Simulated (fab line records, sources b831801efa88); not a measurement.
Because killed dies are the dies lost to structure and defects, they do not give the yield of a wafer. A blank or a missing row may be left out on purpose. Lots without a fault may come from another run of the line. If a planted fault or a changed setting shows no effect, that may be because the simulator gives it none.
Which tool is to blame? + flow gf180mcu + 37 wafers from 13 lots sampled at 5 of the route's 602 steps

## WHAT EACH GAUGE READ, for each wafer
GF_V4_OVL_MEAS_15. Usual: V4_OVL 4 nm, standard deviation 5.3.
| lot  | measured     | on         | V4_OVL (nm) | flag |
|------|--------------|------------|-------------|------|
| L521 | day 24 08:42 | overlay-01 | 4 7 13      |      |
| L522 | day 24 19:19 | overlay-01 | 4 10 -1     |      |
| L524 | day 25 08:44 | overlay-01 | 8 7 14      |      |
| L523 | day 25 10:40 | overlay-01 | 8 5 10      |      |
| L531 | day 27 17:13 | overlay-01 | -2 0        |      |
| L533 | day 28 09:33 | overlay-01 | 2 6 2       |      |
| L534 | day 28 18:56 | overlay-01 | 9 13        |      |
| L538 | day 29 18:48 | overlay-01 | 0 -5 -1     |      |
| L540 | day 30 16:22 | overlay-01 | 12 6 4      |      |
| L541 | day 30 19:00 | overlay-02 | 11 3 12     |      |
| L543 | day 31 03:41 | overlay-01 | 1 6 5       |      |
| L542 | day 31 04:23 | overlay-01 | 6 5 10      |      |
| L544 | day 31 09:12 | overlay-01 | 5 5 10      |      |

GF_MIM_THK_MEAS_06. Usual: MIM_CVD_05_THK 41.8 nm, standard deviation 0.55.
| lot  | measured     | on            | MIM_CVD_05_THK (nm)           | flag |
|------|--------------|---------------|-------------------------------|------|
| L521 | day 24 10:20 | film_metro-02 | 40.6 40.9 40.8                |      |
| L522 | day 24 21:04 | film_metro-02 | 41.6 42.3 42.1                |      |
| L524 | day 25 10:23 | film_metro-03 | 41.7 42.0 42.5                |      |
| L523 | day 25 12:19 | film_metro-01 | 41.7 42.3 42.8                |      |
| L531 | day 27 18:51 | film_metro-01 | 41.8 73.9 41.8 73.9           | OFF  |
| L533 | day 28 11:16 | film_metro-03 | 41.7 74.4 42.1 41.8 74.4 42.2 | OFF  |
| L534 | day 28 20:37 | film_metro-02 | 41.2 74.3 41.2 74.3           | OFF  |
| L538 | day 29 20:26 | film_metro-03 | 41.5 41.6 42.2                |      |
| L540 | day 30 18:03 | film_metro-02 | 41.3 42.4 42.6                |      |
| L541 | day 30 20:39 | film_metro-02 | 41.1 42.3 41.4                |      |
| L543 | day 31 05:20 | film_metro-01 | 42.3 42.3 42.5                |      |
| L542 | day 31 06:02 | film_metro-03 | 42.0 42.2 42.1                |      |
| L544 | day 31 10:51 | film_metro-03 | 40.9 41.7 41.6                |      |

## TOOL THAT RAN EACH LOT (tool first, then ch and the chambers of the sampled wafers, then the start)
| lot  | GF_V4_SPUTTER_22             | GF_MIM_SPUTTER_00            | GF_MIM_CVD_05                   |
|------|------------------------------|------------------------------|---------------------------------|
| L521 | pvd_sputter-04, day 24 09:28 | pvd_sputter-03, day 24 10:05 | pecvd-04 ch 1,2, day 24 10:19   |
| L522 | pvd_sputter-04, day 24 20:10 | pvd_sputter-03, day 24 20:47 | pecvd-03 ch 0,2, day 24 21:01   |
| L524 | pvd_sputter-02, day 25 09:30 | pvd_sputter-04, day 25 10:08 | pecvd-03 ch 0,1,2, day 25 10:21 |
| L523 | pvd_sputter-02, day 25 11:26 | pvd_sputter-04, day 25 12:04 | pecvd-04 ch 0,2, day 25 12:17   |
| L531 | pvd_sputter-02, day 27 17:58 | pvd_sputter-01, day 27 18:36 | pecvd-03 ch 1,2, day 27 18:49   |
| L533 | pvd_sputter-03, day 28 10:22 | pvd_sputter-04, day 28 10:59 | pecvd-03 ch 0,1,2, day 28 11:13 |
| L534 | pvd_sputter-03, day 28 19:44 | pvd_sputter-04, day 28 20:22 | pecvd-03 ch 2, day 28 20:35     |
| L538 | pvd_sputter-04, day 29 19:34 | pvd_sputter-01, day 29 20:11 | pecvd-01 ch 0,2, day 29 20:25   |
| L540 | pvd_sputter-03, day 30 17:09 | pvd_sputter-01, day 30 17:47 | pecvd-01 ch 0,1,2, day 30 18:00 |
| L541 | pvd_sputter-03, day 30 19:45 | pvd_sputter-01, day 30 20:23 | pecvd-04 ch 0,1, day 30 20:36   |
| L543 | pvd_sputter-03, day 31 04:27 | pvd_sputter-04, day 31 05:05 | pecvd-01 ch 0,2, day 31 05:18   |
| L542 | pvd_sputter-02, day 31 05:09 | pvd_sputter-04, day 31 05:47 | pecvd-04 ch 1,2, day 31 06:00   |
| L544 | pvd_sputter-02, day 31 09:58 | pvd_sputter-03, day 31 10:35 | pecvd-03 ch 0,1,2, day 31 10:49 |
- GF_V4_SPUTTER_22: material TiN, target thk 10 nm, time 40 s.
- GF_MIM_SPUTTER_00: material Ti, target thk 37.5 nm, time 150 s.
- GF_MIM_CVD_05: deposits Si3N4, target thk 42 nm, time 29.086 s.

## AS READ BY THE TOOLS THEMSELVES (means over the sampled wafers that have a number; for cases with no such wafer, the mark the record gives instead)
GF_V4_SPUTTER_22. Usual: 30.5 % for throttle_valve_pct, sd 0.57.
| lot  | tool           | throttle_valve_pct (%) | flag |
|------|----------------|------------------------|------|
| L521 | pvd_sputter-04 | 30.9                   |      |
| L522 | pvd_sputter-04 | 30.9                   |      |
| L524 | pvd_sputter-02 | 29.8                   |      |
| L523 | pvd_sputter-02 | 30.0                   |      |
| L531 | pvd_sputter-02 | 30.1                   |      |
| L533 | pvd_sputter-03 | 30.5                   |      |
| L534 | pvd_sputter-03 | 29.9                   |      |
| L538 | pvd_sputter-04 | 31.1                   |      |
| L540 | pvd_sputter-03 | 30.7                   |      |
| L541 | pvd_sputter-03 | 31.1                   |      |
| L543 | pvd_sputter-03 | 30.3                   |      |
| L542 | pvd_sputter-02 | 29.7                   |      |
| L544 | pvd_sputter-02 | 29.8                   |      |

GF_MIM_SPUTTER_00. Usual: 30.7 % for throttle_valve_pct, sd 0.57.
| lot  | tool           | throttle_valve_pct (%) | flag |
|------|----------------|------------------------|------|
| L521 | pvd_sputter-03 | 30.7                   |      |
| L522 | pvd_sputter-03 | 30.5                   |      |
| L524 | pvd_sputter-04 | 31.0                   |      |
| L523 | pvd_sputter-04 | 31.2                   |      |
| L531 | pvd_sputter-01 | 31.2                   |      |
| L533 | pvd_sputter-04 | 30.9                   |      |
| L534 | pvd_sputter-04 | 31.1                   |      |
| L538 | pvd_sputter-01 | 30.6                   |      |
| L540 | pvd_sputter-01 | 30.6                   |      |
| L541 | pvd_sputter-01 | 30.2                   |      |
| L543 | pvd_sputter-04 | 31.1                   |      |
| L542 | pvd_sputter-04 | 31.0                   |      |
| L544 | pvd_sputter-03 | 30.5                   |      |

GF_MIM_CVD_05. Usual: 607 W for heater_power_w, sd 120.
| lot  | tool     | heater_power_w (W) | flag |
|------|----------|--------------------|------|
| L521 | pecvd-04 | 630                |      |
| L522 | pecvd-03 | 591                |      |
| L524 | pecvd-03 | 524                |      |
| L523 | pecvd-04 | 721                |      |
| L531 | pecvd-03 | 578                |      |
| L533 | pecvd-03 | 562                |      |
| L534 | pecvd-03 | 619                |      |
| L538 | pecvd-01 | 796                |      |
| L540 | pecvd-01 | 699                |      |
| L541 | pecvd-04 | 638                |      |
| L543 | pecvd-01 | 710                |      |
| L542 | pecvd-04 | 692                |      |
| L544 | pecvd-03 | 545                |      |

## THE ANSWER, worked out from the rows above alone
Rule: lot off if the mean of its wafers having a number is beyond 3 standard deviations from the usual mean. Also off: a lot with no number at a reading for which 4 or more lots have one. Any other lot the step has rows for is counted as sound. After the gauges, taken in route order, come the tools' own readings; for these a lot's mean is taken, as printed above. At the first step where some lot is off, the reading lying furthest off is the one used; lots without a number count as furthest.
Off: L531, L533, L534, at GF_MIM_THK_MEAS_06 (MIM_CVD_05_THK).
A tool fits if, at a process step before that reading, it ran every lot that is off, and no sound lot after the first of them. The gauges at GF_MIM_THK_MEAS_06 are tried like those tools. Of those tried, none fits.

## WHAT WAS PUT IN BY THE SIMULATOR
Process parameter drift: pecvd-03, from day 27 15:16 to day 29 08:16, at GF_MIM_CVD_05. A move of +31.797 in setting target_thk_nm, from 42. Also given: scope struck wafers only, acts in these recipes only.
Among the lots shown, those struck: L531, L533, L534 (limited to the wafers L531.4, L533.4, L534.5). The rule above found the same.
